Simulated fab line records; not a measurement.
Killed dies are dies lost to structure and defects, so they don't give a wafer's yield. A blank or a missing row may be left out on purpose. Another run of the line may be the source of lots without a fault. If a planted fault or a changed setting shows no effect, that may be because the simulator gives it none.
The tool behind it: which one? + flow gf180mcu + 11 lots, 33 wafers sampled, at 5 steps of a route of 602

== WHAT THE GAUGES SHOWED, per wafer ==
GF_STI_THK_MEAS_04.
| lot  | measured    | on           | STI_CVD_03_THK (nm) |
|------|-------------|--------------|---------------------|
| L645 | day 1 15:51 | filmMetro-04 | 209.8 209.4 209.6   |
| L646 | day 1 18:35 | filmMetro-03 | 206.0 205.9 206.1   |
| L648 | day 2 04:35 | filmMetro-03 | 208.4 207.7 209.0   |
| L650 | day 2 14:56 | filmMetro-01 | 207.3 205.6 206.4   |
| L652 | day 3 01:00 | filmMetro-04 | 207.0 206.5 207.5   |
| L653 | day 3 05:35 | filmMetro-04 | 206.8 208.0 207.1   |
| L659 | day 4 11:54 | filmMetro-04 | 173.7 173.7 174.7   |
| L661 | day 4 21:41 | filmMetro-03 | 207.8 206.5 207.0   |
| L662 | day 5 02:34 | filmMetro-01 | 206.2 205.8 207.8   |
| L664 | day 5 13:02 | filmMetro-03 | 203.9 204.6 202.7   |
| L666 | day 5 22:34 | filmMetro-03 | 208.7 210.1 209.1   |

GF_STI_CD_MEAS_12: target cd 220 nm.
| lot  | measured    | on       | cdNm (nm)         |
|------|-------------|----------|-------------------|
| L645 | day 2 04:05 | cdSem-02 | 219.9 219.4 221.0 |
| L646 | day 2 06:38 | cdSem-01 | 220.2 220.2 219.6 |
| L648 | day 2 17:31 | cdSem-01 | 218.6 218.0 218.7 |
| L650 | day 3 04:21 | cdSem-02 | 220.3 218.1 220.6 |
| L652 | day 3 14:04 | cdSem-02 | 220.1 219.8 218.8 |
| L653 | day 3 19:13 | cdSem-02 | 220.3 219.7 219.9 |
| L659 | day 5 02:32 | cdSem-01 | 218.9 217.7 219.1 |
| L661 | day 5 12:11 | cdSem-01 | 220.9 220.9 220.8 |
| L662 | day 5 17:00 | cdSem-01 | 216.1 216.9 217.1 |
| L664 | day 6 04:02 | cdSem-01 | 220.4 220.1 220.7 |
| L666 | day 6 14:51 | cdSem-02 | 218.3 218.7 219.3 |

GF_DUAL_GATE_THK_MEAS_03.
| lot  | measured     | on           | DUAL_GATE_OXIDATION_00_THK (nm) |
|------|--------------|--------------|---------------------------------|
| L645 | day 8 00:44  | filmMetro-03 | 10.81 11.20 11.17               |
| L646 | day 8 05:58  | filmMetro-03 | 10.97 10.84 10.80               |
| L648 | day 8 18:28  | filmMetro-04 | 11.03 11.09 11.16               |
| L650 | day 9 08:42  | filmMetro-01 | 10.67 10.70 10.70               |
| L652 | day 9 22:40  | filmMetro-04 | 10.54 10.54 10.38               |
| L653 | day 10 07:02 | filmMetro-03 | 10.74 10.72 10.94               |
| L659 | day 11 21:44 | filmMetro-04 | 10.24 10.47 10.67               |
| L661 | day 12 09:41 | filmMetro-03 | 10.56 10.58 10.24               |
| L662 | day 12 15:56 | filmMetro-01 | 10.88 10.85 10.70               |
| L664 | day 13 06:10 | filmMetro-01 | 10.91 10.82 10.91               |
| L666 | day 13 21:17 | filmMetro-04 | 10.88 10.96 10.86               |

== WHAT TOOL EACH LOT RAN ON (gives the tool, then ch and the chambers of the sampled wafers, and finally the start) ==
| lot  | GF_STI_CVD_03              | GF_STI_ETCH_13                   |
|------|----------------------------|----------------------------------|
| L645 | lpcvd-02 ch 0, day 1 13:52 | rieDiel-01 ch 0,1,2, day 2 04:12 |
| L646 | lpcvd-01 ch 0, day 1 16:36 | rieDiel-04 ch 0,2, day 2 06:45   |
| L648 | lpcvd-01 ch 1, day 2 02:34 | rieDiel-01 ch 1,2,3, day 2 17:36 |
| L650 | lpcvd-02 ch 1, day 2 12:56 | rieDiel-04 ch 0,1, day 3 04:27   |
| L652 | lpcvd-01 ch 0, day 2 23:01 | rieDiel-02 ch 0,1,3, day 3 14:11 |
| L653 | lpcvd-01 ch 0, day 3 03:34 | rieDiel-02 ch 0,1,3, day 3 19:18 |
| L659 | lpcvd-01 ch 1, day 4 09:55 | rieDiel-01 ch 0,1, day 5 02:39   |
| L661 | lpcvd-01 ch 0, day 4 19:43 | rieDiel-01 ch 0,1,3, day 5 12:18 |
| L662 | lpcvd-01 ch 0, day 5 00:34 | rieDiel-02 ch 2,3, day 5 17:07   |
| L664 | lpcvd-01 ch 0, day 5 11:03 | rieDiel-01 ch 0,2,3, day 6 04:09 |
| L666 | lpcvd-02 ch 0, day 5 20:34 | rieDiel-04 ch 1,2, day 6 14:57   |
- GF_STI_CVD_03: deposits Si3N4 from DCS/NH3, target thk 207.16 nm, time 3551 s.
- GF_STI_ETCH_13: etches the open film in CHF3/O2, stops on Si, target depth 282.31 nm, time 112.9 s.

== AS READ BY THE TOOLS THEMSELVES (means over the sampled wafers that have a number; for cases with no such wafer, the mark the record gives instead) ==
GF_STI_CVD_03.
| lot  | tool     | pressureMtorr (mTorr) | spikeTcUpperC (C) | susceptorTempC (C) | zonePowerBottomPct (%) | zonePowerCentrePct (%) | zonePowerLowerPct (%) |
|------|----------|-----------------------|-------------------|--------------------|------------------------|------------------------|-----------------------|
| L645 | lpcvd-02 | 250.5                 | 770.0             | 769.9              | 19.1                   | 12.3                   | 14.3                  |
| L646 | lpcvd-01 | 250.1                 | 769.8             | 770.0              | 19.7                   | 14.5                   | 13.1                  |
| L648 | lpcvd-01 | 249.9                 | 770.7             | 770.3              | 19.1                   | 11.5                   | 15.2                  |
| L650 | lpcvd-02 | 249.9                 | 769.9             | 769.6              | 19.2                   | 11.6                   | 13.3                  |
| L652 | lpcvd-01 | 250.7                 | 772.0             | 770.1              | 19.7                   | 14.5                   | 13.0                  |
| L653 | lpcvd-01 | 250.4                 | 771.5             | 770.0              | 19.9                   | 14.4                   | 13.1                  |
| L659 | lpcvd-01 | 249.9                 | 771.3             | -                  | 19.1                   | 11.4                   | 15.3                  |
| L661 | lpcvd-01 | 250.3                 | 771.2             | 769.9              | 19.8                   | 14.4                   | 13.1                  |
| L662 | lpcvd-01 | 250.2                 | 770.2             | 770.1              | 19.8                   | 14.4                   | 13.1                  |
| L664 | lpcvd-01 | 249.6                 | 771.0             | 770.0              | 19.7                   | 14.5                   | 13.0                  |
| L666 | lpcvd-02 | 250.2                 | 769.2             | 769.4              | 19.0                   | 12.3                   | 14.2                  |

GF_STI_ETCH_13.
| lot  | tool       | drypumpMotorCurrentA (A) | oesProductAu (a.u.) | throttleValvePct (%) |
|------|------------|--------------------------|---------------------|----------------------|
| L645 | rieDiel-01 | 6.3                      | 0.841               | 8.810                |
| L646 | rieDiel-04 | 5.7                      | 0.828               | 8.809                |
| L648 | rieDiel-01 | 6.2                      | 0.836               | 8.811                |
| L650 | rieDiel-04 | 5.4                      | 0.834               | 8.814                |
| L652 | rieDiel-02 | 5.7                      | 0.830               | 8.814                |
| L653 | rieDiel-02 | 5.7                      | 0.833               | 8.802                |
| L659 | rieDiel-01 | 6.3                      | 0.760               | 8.794                |
| L661 | rieDiel-01 | 6.3                      | 0.833               | 8.810                |
| L662 | rieDiel-02 | 5.1                      | 0.831               | 8.810                |
| L664 | rieDiel-01 | 6.1                      | 0.822               | 8.814                |
| L666 | rieDiel-04 | 5.4                      | 0.837               | 8.805                |

== THE ANSWER, worked out from the rows above alone ==
Rule: the usual values come from the lots themselves. Put in order of their means at a reading, lots are off if they are a third of the lots or fewer, leave a main group of 4 or more, and stand apart from it by a gap of 3 or more times the standard deviation of the main group's means; of several such gaps the widest counts. A main group is skipped when, at the precision printed for the reading in the tables above, its means are all equal. A lot without any number at a reading at which 4 lots or more have one is off too. The other lots that the step has rows for count as sound. After the gauges, taken in route order, come the tools' own readings; for these a lot's mean is taken, as printed above. At the first step where some lot is off, the reading lying furthest off is the one used; lots without a number count as furthest.
Off: L659, seen at GF_STI_THK_MEAS_04 (STI_CVD_03_THK). The main group: mean 207.1 nm, standard deviation 1.6.
A tool fits if, at a process step before that reading, it ran every lot that is off, and no sound lot after the first of them. The gauges at GF_STI_THK_MEAS_04 aren't tried: what is off there is off at GF_STI_CVD_03 too, on other tools, and a gauge's error can't cause that. None of those tried fits.

== WHAT THE SIMULATOR HAD INSERTED ==
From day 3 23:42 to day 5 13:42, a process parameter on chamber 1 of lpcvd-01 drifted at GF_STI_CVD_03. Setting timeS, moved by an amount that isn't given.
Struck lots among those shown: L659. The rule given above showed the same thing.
